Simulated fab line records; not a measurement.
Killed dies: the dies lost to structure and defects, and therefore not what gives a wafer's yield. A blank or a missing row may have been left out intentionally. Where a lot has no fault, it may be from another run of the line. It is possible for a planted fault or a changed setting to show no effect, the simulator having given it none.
fab line records :: flow gf180mcu :: part 2 of 2: steps 34 to 42 of 42
[record]
  lots = 5
  wafers = 15
  lastDay = 34
route steps=602 shown M2@365 V2@382
lots with no fault: from the same line, run without faults
startH: start of the lot's first displayed wafer, in hours after the record's first day :: waitH: hours since the lot's step before :: " same as the row above :: L1.1+2: one row covering several wafers at once :: - value missing, or start not given :: * or withheld: withheld :: < > ~ a bound
route shown NAME@n: names a module that has steps shown in the file, with the first one's number in the route :: usual: mean/standard deviation taken from wafers without a fault :: same: alike in all rows :: chamber/n: place in a boat :: sites: each site's reading :: _std_site: standard deviation across them :: _edge_site: mean of outer sites minus mean of inner sites :: radiusMm: how far each site lies from the wafer's centre :: mask NAME#n: copy n :: behind: the tool/chamber that last shaped the wafer :: hold: why the lot went on hold/how many hours it stayed there/how the hold came to an end :: device: transistor that didn't switch, given as n, p or np :: end of line: the same wafers' tests at the end of the route :: for a step that has no rows: nothing shown but its recipe :: killed: at the first sort, the dies lost to defects and structure; wafer yield is something else :: map: a wafer's dies, x killed, . not, _ none there
set.NAME: the run value of the setting; set.NAME@STEP: its run value at that earlier step :: model.NAME: the simulator's own value behind a step, which no gauge read
certain route steps with their lots: each step a table, each wafer a row
services: when a tool's chamber went out of use (startH, in hours from the record's first day, below 0 if earlier), for how many hours, and the reason
[[steps]]
[step GF_V2_ETCH_16]
[recipe]
  chemistry = N2/H2
  targetDepthA = withheld
  overetchA = withheld
  timeS = withheld
  target = BARC
  ionEnergyEv = 200
  sourceW = 500
  biasW = 100
  pressureMtorr = 30
  n2FlowSccm = 100
  h2FlowSccm = 200
[usual]
  drypumpMotorCurrentA = 5.6/0.49
  oesProductAu = 0.854/0.0045
  throttleValvePct = 13.224/0.0083
lot.wafer: L074.2
tool: rieDiel-02
chamber: 1
startH: 452.27
waitH: 0.0
drypumpMotorCurrentA: 6.1
oesProductAu: 0.856
throttleValvePct: 13.231

lot.wafer: L074.3
tool: rieDiel-02
chamber: 0
startH: 452.27
waitH: 0.0
drypumpMotorCurrentA: 5.2
oesProductAu: 0.850
throttleValvePct: 13.216

lot.wafer: L074.5
tool: rieDiel-02
chamber: 0
startH: 452.27
waitH: 0.0
drypumpMotorCurrentA: 5.1
oesProductAu: 0.856
throttleValvePct: 13.223

lot.wafer: L079.2
tool: rieDiel-01
chamber: 3
startH: 494.89
waitH: 0.0
drypumpMotorCurrentA: 6.1
oesProductAu: 0.853
throttleValvePct: 13.219

lot.wafer: L079.4
tool: rieDiel-01
chamber: 0
startH: 494.89
waitH: 0.0
drypumpMotorCurrentA: 6.3
oesProductAu: 0.860
throttleValvePct: 13.223

lot.wafer: L079.6
tool: rieDiel-01
chamber: 0
startH: 494.89
waitH: 0.0
drypumpMotorCurrentA: 6.3
oesProductAu: 0.857
throttleValvePct: 13.223

lot.wafer: L088.1
tool: rieDiel-02
chamber: 0
startH: 591.27
waitH: 0.0
drypumpMotorCurrentA: 5.2
oesProductAu: 0.854
throttleValvePct: 13.222

lot.wafer: L088.4
tool: rieDiel-02
chamber: 3
startH: 591.27
waitH: 0.0
drypumpMotorCurrentA: 5.6
oesProductAu: 0.851
throttleValvePct: 13.234

lot.wafer: L088.5
tool: rieDiel-02
chamber: 1
startH: 591.27
waitH: 0.0
drypumpMotorCurrentA: 6.1
oesProductAu: 0.844
throttleValvePct: 13.216

lot.wafer: L096.1
tool: rieDiel-01
chamber: 2
startH: 640.21
waitH: 0.0
drypumpMotorCurrentA: 5.4
oesProductAu: 0.858
throttleValvePct: 13.208

lot.wafer: L096.4
tool: rieDiel-01
chamber: 1
startH: 640.21
waitH: 0.0
drypumpMotorCurrentA: 4.9
oesProductAu: 0.856
throttleValvePct: 13.227

lot.wafer: L096.5
tool: rieDiel-01
chamber: 2
startH: 640.21
waitH: 0.0
drypumpMotorCurrentA: 5.4
oesProductAu: 0.858
throttleValvePct: 13.235

lot.wafer: L097.4
tool: rieDiel-01
chamber: 2
startH: 655.22
waitH: 0.0
drypumpMotorCurrentA: 5.4
oesProductAu: 0.853
throttleValvePct: 13.222

lot.wafer: L097.5
tool: rieDiel-01
chamber: 2
startH: 655.22
waitH: 0.0
drypumpMotorCurrentA: 5.4
oesProductAu: 0.852
throttleValvePct: 13.208

lot.wafer: L097.6
tool: rieDiel-01
chamber: 1
startH: 655.22
waitH: 0.0
drypumpMotorCurrentA: 4.9
oesProductAu: 0.854
throttleValvePct: 13.235
[step GF_V2_ETCH_17]
[recipe]
  chemistry = C4F8/O2/Ar
  maskMaterial = KrF
  target = SiO2
  stopOn = TiN
  sourceW = 1500
  biasW = 1200
  pressureMtorr = 40
  c4f8FlowSccm = withheld
  O2_flow_sccm = 6
  Ar_flow_sccm = 300
  timeS = withheld
  targetDepthA = 6300
[usual]
  oesProductAu = 0.855/0.0046
lot.wafer: L074.2
tool: rieDiel-02
chamber: 1
startH: -
waitH: -
oesProductAu: 0.850

lot.wafer: L074.3
tool: rieDiel-02
chamber: 0
startH: -
waitH: -
oesProductAu: 0.847

lot.wafer: L074.5
tool: rieDiel-02
chamber: 0
startH: -
waitH: -
oesProductAu: 0.856

lot.wafer: L079.2
tool: rieDiel-01
chamber: 3
startH: -
waitH: -
oesProductAu: 0.858

lot.wafer: L079.4
tool: rieDiel-01
chamber: 0
startH: -
waitH: -
oesProductAu: 0.856

lot.wafer: L079.6
tool: rieDiel-01
chamber: 0
startH: -
waitH: -
oesProductAu: 0.855

lot.wafer: L088.1
tool: rieDiel-02
chamber: 0
startH: -
waitH: -
oesProductAu: 0.859

lot.wafer: L088.4
tool: rieDiel-02
chamber: 3
startH: -
waitH: -
oesProductAu: 0.857

lot.wafer: L088.5
tool: rieDiel-02
chamber: 1
startH: -
waitH: -
oesProductAu: 0.861

lot.wafer: L096.1
tool: rieDiel-01
chamber: 2
startH: -
waitH: -
oesProductAu: 0.866

lot.wafer: L096.4
tool: rieDiel-01
chamber: 1
startH: -
waitH: -
oesProductAu: 0.850

lot.wafer: L096.5
tool: rieDiel-01
chamber: 2
startH: -
waitH: -
oesProductAu: 0.853

lot.wafer: L097.4
tool: rieDiel-01
chamber: 2
startH: -
waitH: -
oesProductAu: 0.857

lot.wafer: L097.5
tool: rieDiel-01
chamber: 2
startH: -
waitH: -
oesProductAu: 0.851

lot.wafer: L097.6
tool: rieDiel-01
chamber: 1
startH: -
waitH: -
oesProductAu: 0.862
[step GF_V2_STRIP_18]
[recipe]
  chemistry = O2/N2
  powerW = 1400
  pressureMtorr = 1500
  platenTempC = 250
  o2FlowSccm = 3000
  n2FlowSccm = 300
  overashFraction = 0.5
[usual]
  drypumpMotorCurrentA = 5.4/0.35
  heaterPowerW = 341/28
  oesProductAu = 0.592/0.005
lot.wafer: L074.2
tool: plasmaAsher-04
chamber: 0
startH: 452.40
waitH: -
drypumpMotorCurrentA: 5.7
heaterPowerW: 309
oesProductAu: 0.597
rfHoursCounterH: 37

lot.wafer: L074.3
tool: plasmaAsher-04
chamber: 1
startH: 452.40
waitH: -
drypumpMotorCurrentA: 5.1
heaterPowerW: 378
oesProductAu: 0.584
rfHoursCounterH: -

lot.wafer: L074.5
tool: plasmaAsher-04
chamber: 0
startH: 452.40
waitH: -
drypumpMotorCurrentA: 5.7
heaterPowerW: 310
oesProductAu: 0.586
rfHoursCounterH: -

lot.wafer: L079.2
tool: plasmaAsher-01
chamber: 0
startH: 495.02
waitH: -
drypumpMotorCurrentA: 5.7
heaterPowerW: 382
oesProductAu: 0.599
rfHoursCounterH: 86

lot.wafer: L079.4
tool: plasmaAsher-01
chamber: 0
startH: 495.02
waitH: -
drypumpMotorCurrentA: 5.7
heaterPowerW: 377
oesProductAu: 0.586
rfHoursCounterH: -

lot.wafer: L079.6
tool: plasmaAsher-01
chamber: 0
startH: 495.02
waitH: -
drypumpMotorCurrentA: 5.7
heaterPowerW: 382
oesProductAu: 0.583
rfHoursCounterH: -

lot.wafer: L088.1
tool: plasmaAsher-04
chamber: 1
startH: 591.39
waitH: -
drypumpMotorCurrentA: 5.2
heaterPowerW: 372
oesProductAu: 0.590
rfHoursCounterH: 54

lot.wafer: L088.4
tool: plasmaAsher-04
chamber: 1
startH: 591.39
waitH: -
drypumpMotorCurrentA: 5.2
heaterPowerW: 378
oesProductAu: 0.590
rfHoursCounterH: -

lot.wafer: L088.5
tool: plasmaAsher-04
chamber: 0
startH: 591.39
waitH: -
drypumpMotorCurrentA: 5.7
heaterPowerW: 307
oesProductAu: 0.591
rfHoursCounterH: -

lot.wafer: L096.1
tool: plasmaAsher-02
chamber: 0
startH: 640.34
waitH: -
drypumpMotorCurrentA: 4.8
heaterPowerW: 314
oesProductAu: 0.606
rfHoursCounterH: 86

lot.wafer: L096.4
tool: plasmaAsher-02
chamber: 0
startH: 640.34
waitH: -
drypumpMotorCurrentA: 4.8
heaterPowerW: 314
oesProductAu: 0.597
rfHoursCounterH: -

lot.wafer: L096.5
tool: plasmaAsher-02
chamber: 0
startH: 640.34
waitH: -
drypumpMotorCurrentA: 4.8
heaterPowerW: 310
oesProductAu: 0.594
rfHoursCounterH: -

lot.wafer: L097.4
tool: plasmaAsher-02
chamber: 1
startH: 655.38
waitH: -
drypumpMotorCurrentA: 5.6
heaterPowerW: 352
oesProductAu: 0.592
rfHoursCounterH: -

lot.wafer: L097.5
tool: plasmaAsher-02
chamber: 1
startH: 655.38
waitH: -
drypumpMotorCurrentA: 5.6
heaterPowerW: 346
oesProductAu: 0.595
rfHoursCounterH: -

lot.wafer: L097.6
tool: plasmaAsher-02
chamber: 0
startH: 655.38
waitH: -
drypumpMotorCurrentA: 4.8
heaterPowerW: 315
oesProductAu: 0.592
rfHoursCounterH: -
[step GF_V2_STRIP_19]
[recipe]
  chemistry = postEtchResidueRemover
  timeS = 1200
  tempC = 72.5
lot.wafer: L074.2+3+5
tool: wetBench-03
chamber: 0
startH: 452.50
waitH: 0.1

lot.wafer: L079.2+4+6
tool: wetBench-03
chamber: 3
startH: 495.12
waitH: 0.1

lot.wafer: L088.1+4+5
tool: wetBench-04
chamber: 0
startH: 591.49
waitH: 0.1

lot.wafer: L096.1+4+5
tool: wetBench-02
chamber: 1
startH: 640.44
waitH: 0.1

lot.wafer: L097.4+5+6
tool: wetBench-04
chamber: 0
startH: 655.44
waitH: 0.0
[step GF_V2_CLEAN_20]
[recipe]
  chemistry = DIW
  dry = n2Spin
lot.wafer: L074.2+3+5
tool: wetBench-04
chamber: 1
startH: 452.84
waitH: 0.0

lot.wafer: L079.2+4+6
tool: wetBench-02
chamber: 3
startH: 495.46
waitH: 0.0

lot.wafer: L088.1+4+5
tool: wetBench-02
chamber: 2
startH: 591.84
waitH: 0.0

lot.wafer: L096.1+4+5
tool: wetBench-04
chamber: 2
startH: 640.82
waitH: 0.0

lot.wafer: L097.4+5+6
tool: wetBench-02
chamber: 1
startH: 655.79
waitH: 0.0
[step GF_V2_SPUTTER_21]
[recipe]
  material = Ti
  targetThkNm = 15
  chamberPressurePa = 5
  powerW = 2500
  substrateTempC = 200
  timeS = 80.02
[usual]
  substrateTempC = 200.01/0.15
  throttleValvePct = 29.7/1.3
lot.wafer: L074.2
tool: pvdSputter-02
chamber: -
startH: 453.04
waitH: 0.0
substrateTempC: 200.16
throttleValvePct: 29.4

lot.wafer: L074.3
tool: pvdSputter-02
chamber: -
startH: 453.04
waitH: 0.0
substrateTempC: 200.01
throttleValvePct: 30.8

lot.wafer: L074.5
tool: pvdSputter-02
chamber: -
startH: 453.04
waitH: 0.0
substrateTempC: 200.12
throttleValvePct: 29.2

lot.wafer: L079.2
tool: pvdSputter-01
chamber: -
startH: 495.55
waitH: 0.0
substrateTempC: 200.01
throttleValvePct: 30.8

lot.wafer: L079.4
tool: pvdSputter-01
chamber: -
startH: 495.55
waitH: 0.0
substrateTempC: 200.17
throttleValvePct: 30.9

lot.wafer: L079.6
tool: pvdSputter-01
chamber: -
startH: 495.55
waitH: 0.0
substrateTempC: 199.97
throttleValvePct: 30.5

lot.wafer: L088.1
tool: pvdSputter-04
chamber: -
startH: 591.93
waitH: 0.0
substrateTempC: 199.94
throttleValvePct: 30.6

lot.wafer: L088.4
tool: pvdSputter-04
chamber: -
startH: 591.93
waitH: 0.0
substrateTempC: 199.79
throttleValvePct: 29.1

lot.wafer: L088.5
tool: pvdSputter-04
chamber: -
startH: 591.93
waitH: 0.0
substrateTempC: 200.08
throttleValvePct: 29.0

lot.wafer: L096.1
tool: pvdSputter-01
chamber: -
startH: 640.91
waitH: 0.0
substrateTempC: 199.82
throttleValvePct: 32.3

lot.wafer: L096.4
tool: pvdSputter-01
chamber: -
startH: 640.91
waitH: 0.0
substrateTempC: 199.76
throttleValvePct: 30.5

lot.wafer: L096.5
tool: pvdSputter-01
chamber: -
startH: 640.91
waitH: 0.0
substrateTempC: 200.01
throttleValvePct: 30.8

lot.wafer: L097.4
tool: pvdSputter-02
chamber: -
startH: 655.88
waitH: 0.0
substrateTempC: 199.80
throttleValvePct: 29.7

lot.wafer: L097.5
tool: pvdSputter-02
chamber: -
startH: 655.88
waitH: 0.0
substrateTempC: 200.09
throttleValvePct: 29.5

lot.wafer: L097.6
tool: pvdSputter-02
chamber: -
startH: 655.88
waitH: 0.0
substrateTempC: 200.12
throttleValvePct: 31.0
[step GF_V2_SPUTTER_22]
[recipe]
  material = TiN
  targetThkNm = 10
  chamberPressurePa = 5
  powerW = 4000
  timeS = 40
[usual]
  throttleValvePct = 29.7/1.3
lot.wafer: L074.2
tool: pvdSputter-02
chamber: -
startH: 453.10
waitH: 0.0
throttleValvePct: 29.4

lot.wafer: L074.3
tool: pvdSputter-02
chamber: -
startH: 453.10
waitH: 0.0
throttleValvePct: 31.2

lot.wafer: L074.5
tool: pvdSputter-02
chamber: -
startH: 453.10
waitH: 0.0
throttleValvePct: 29.5

lot.wafer: L079.2
tool: pvdSputter-01
chamber: -
startH: 495.61
waitH: 0.0
throttleValvePct: 30.5

lot.wafer: L079.4
tool: pvdSputter-01
chamber: -
startH: 495.61
waitH: 0.0
throttleValvePct: 30.7

lot.wafer: L079.6
tool: pvdSputter-01
chamber: -
startH: 495.61
waitH: 0.0
throttleValvePct: 30.2

lot.wafer: L088.1
tool: pvdSputter-04
chamber: -
startH: 591.99
waitH: 0.0
throttleValvePct: 30.6

lot.wafer: L088.4
tool: pvdSputter-04
chamber: -
startH: 591.99
waitH: 0.0
throttleValvePct: 29.1

lot.wafer: L088.5
tool: pvdSputter-04
chamber: -
startH: 591.99
waitH: 0.0
throttleValvePct: 29.2

lot.wafer: L096.1
tool: pvdSputter-01
chamber: -
startH: 640.97
waitH: 0.0
throttleValvePct: 32.4

lot.wafer: L096.4
tool: pvdSputter-01
chamber: -
startH: 640.97
waitH: 0.0
throttleValvePct: 30.5

lot.wafer: L096.5
tool: pvdSputter-01
chamber: -
startH: 640.97
waitH: 0.0
throttleValvePct: 30.7

lot.wafer: L097.4
tool: pvdSputter-02
chamber: -
startH: 655.94
waitH: 0.0
throttleValvePct: 29.4

lot.wafer: L097.5
tool: pvdSputter-02
chamber: -
startH: 655.94
waitH: 0.0
throttleValvePct: 29.3

lot.wafer: L097.6
tool: pvdSputter-02
chamber: -
startH: 655.94
waitH: 0.0
throttleValvePct: 30.7
[step GF_V2_CVD_23]
[recipe]
  material = W
  targetThkNm = 350
  timeS = 104.94
  tempC = 400
  pressureTorr = 40
[usual]
  heaterPowerW = 896/60
lot.wafer: L074.2
tool: cvdW-02
chamber: 1
startH: 453.14
waitH: 0.0
heaterPowerW: 945

lot.wafer: L074.3
tool: cvdW-02
chamber: 1
startH: 453.14
waitH: 0.0
heaterPowerW: 980

lot.wafer: L074.5
tool: cvdW-02
chamber: 1
startH: 453.14
waitH: 0.0
heaterPowerW: 952

lot.wafer: L079.2
tool: cvdW-02
chamber: 0
startH: 495.65
waitH: 0.0
heaterPowerW: 830

lot.wafer: L079.4
tool: cvdW-02
chamber: 0
startH: 495.65
waitH: 0.0
heaterPowerW: 799

lot.wafer: L079.6
tool: cvdW-02
chamber: 0
startH: 495.65
waitH: 0.0
heaterPowerW: 852

lot.wafer: L088.1
tool: cvdW-02
chamber: 0
startH: 592.03
waitH: 0.0
heaterPowerW: 820

lot.wafer: L088.4
tool: cvdW-02
chamber: 1
startH: 592.03
waitH: 0.0
heaterPowerW: 955

lot.wafer: L088.5
tool: cvdW-02
chamber: 0
startH: 592.03
waitH: 0.0
heaterPowerW: 823

lot.wafer: L096.1
tool: cvdW-02
chamber: 0
startH: 641.01
waitH: 0.0
heaterPowerW: 834

lot.wafer: L096.4
tool: cvdW-02
chamber: 0
startH: 641.01
waitH: 0.0
heaterPowerW: 835

lot.wafer: L096.5
tool: cvdW-02
chamber: 1
startH: 641.01
waitH: 0.0
heaterPowerW: 965

lot.wafer: L097.4
tool: cvdW-02
chamber: 1
startH: 656.01
waitH: 0.1
heaterPowerW: 955

lot.wafer: L097.5
tool: cvdW-02
chamber: 0
startH: 656.01
waitH: 0.1
heaterPowerW: 817

lot.wafer: L097.6
tool: cvdW-02
chamber: 1
startH: 656.01
waitH: 0.1
heaterPowerW: 971
[step GF_V2_RS_MEAS_24]
[recipe]
  thkMeasGauge = four-point-probe
  reads = W_of_V2_CVD_23+TiN_of_V2_SPUTTER_22+Ti_of_V2_SPUTTER_21
[usual]
  V2_W_RS = 0.328/0.0032
lot.wafer: L074.2
tool: filmMetro-04
chamber: -
startH: 453.27
waitH: 0.1
V2_W_RS[ohm/sq]: 0.328

lot.wafer: L074.3
tool: filmMetro-04
chamber: -
startH: 453.27
waitH: 0.1
V2_W_RS[ohm/sq]: 0.327

lot.wafer: L074.5
tool: filmMetro-04
chamber: -
startH: 453.27
waitH: 0.1
V2_W_RS[ohm/sq]: 0.328

lot.wafer: L079.2
tool: filmMetro-04
chamber: -
startH: 495.78
waitH: 0.1
V2_W_RS[ohm/sq]: 0.331

lot.wafer: L079.4
tool: filmMetro-04
chamber: -
startH: 495.78
waitH: 0.1
V2_W_RS[ohm/sq]: 0.327

lot.wafer: L079.6
tool: filmMetro-04
chamber: -
startH: 495.78
waitH: 0.1
V2_W_RS[ohm/sq]: 0.325

lot.wafer: L088.1
tool: filmMetro-01
chamber: -
startH: 592.14
waitH: 0.1
V2_W_RS[ohm/sq]: 0.334

lot.wafer: L088.4
tool: filmMetro-01
chamber: -
startH: 592.14
waitH: 0.1
V2_W_RS[ohm/sq]: 0.327

lot.wafer: L088.5
tool: filmMetro-01
chamber: -
startH: 592.14
waitH: 0.1
V2_W_RS[ohm/sq]: 0.331

lot.wafer: L096.1
tool: filmMetro-01
chamber: -
startH: 641.12
waitH: 0.1
V2_W_RS[ohm/sq]: 0.331

lot.wafer: L096.4
tool: filmMetro-01
chamber: -
startH: 641.12
waitH: 0.1
V2_W_RS[ohm/sq]: 0.329

lot.wafer: L096.5
tool: filmMetro-01
chamber: -
startH: 641.12
waitH: 0.1
V2_W_RS[ohm/sq]: 0.332

lot.wafer: L097.4
tool: filmMetro-03
chamber: -
startH: 656.15
waitH: 0.1
V2_W_RS[ohm/sq]: 0.325

lot.wafer: L097.5
tool: filmMetro-03
chamber: -
startH: 656.15
waitH: 0.1
V2_W_RS[ohm/sq]: 0.329

lot.wafer: L097.6
tool: filmMetro-03
chamber: -
startH: 656.15
waitH: 0.1
V2_W_RS[ohm/sq]: 0.329
[[services]]
tool: pvdSputter-01
chamber: -
startH: 383.07
hours: 2.2
kind: repair

tool: plasmaAsher-04
chamber: -
startH: 386.42
hours: 5.8
kind: repair

tool: pecvd-02
chamber: 1
startH: 392.46
hours: 2.3
kind: repair

tool: rieDiel-02
chamber: 1
startH: 395.69
hours: 6.1
kind: repair

tool: krfScanner-01
chamber: -
startH: 395.81
hours: 4.4
kind: pm

tool: pecvd-02
chamber: -
startH: 396.50
hours: 0.6
kind: repair

tool: krfScanner-02
chamber: -
startH: 406.89
hours: 1.3
kind: pm

tool: wetBench-02
chamber: -
startH: 413.24
hours: 1.9
kind: pm

tool: krfScanner-01
chamber: -
startH: 417.34
hours: 0.8
kind: pm

tool: wetBench-03
chamber: -
startH: 463.49
hours: 4.4
kind: pm

tool: krfScanner-01
chamber: -
startH: 471.07
hours: 1.3
kind: pm

tool: rieDiel-01
chamber: 1
startH: 498.70
hours: 8.6
kind: repair

tool: krfScanner-01
chamber: -
startH: 506.17
hours: 1.0
kind: pm

tool: rieDiel-01
chamber: 1
startH: 521.40
hours: 4.0
kind: repair

tool: wetBench-03
chamber: -
startH: 557.83
hours: 0.6
kind: repair

tool: rieDiel-01
chamber: 2
startH: 569.72
hours: 16.8
kind: repair

tool: krfScanner-01
chamber: -
startH: 586.14
hours: 0.8
kind: pm

tool: rieDiel-01
chamber: 2
startH: 602.12
hours: 3.3
kind: repair

tool: rieDiel-01
chamber: 2
startH: 616.85
hours: 13.5
kind: repair

tool: krfScanner-01
chamber: -
startH: 629.92
hours: 5.3
kind: repair

tool: krfScanner-01
chamber: -
startH: 640.13
hours: 0.9
kind: repair

tool: krfScanner-01
chamber: -
startH: 643.18
hours: 0.9
kind: repair

tool: cvdW-02
chamber: 1
startH: 646.33
hours: 9.5
kind: repair

tool: krfScanner-01
chamber: -
startH: 646.97
hours: 1.3
kind: pm
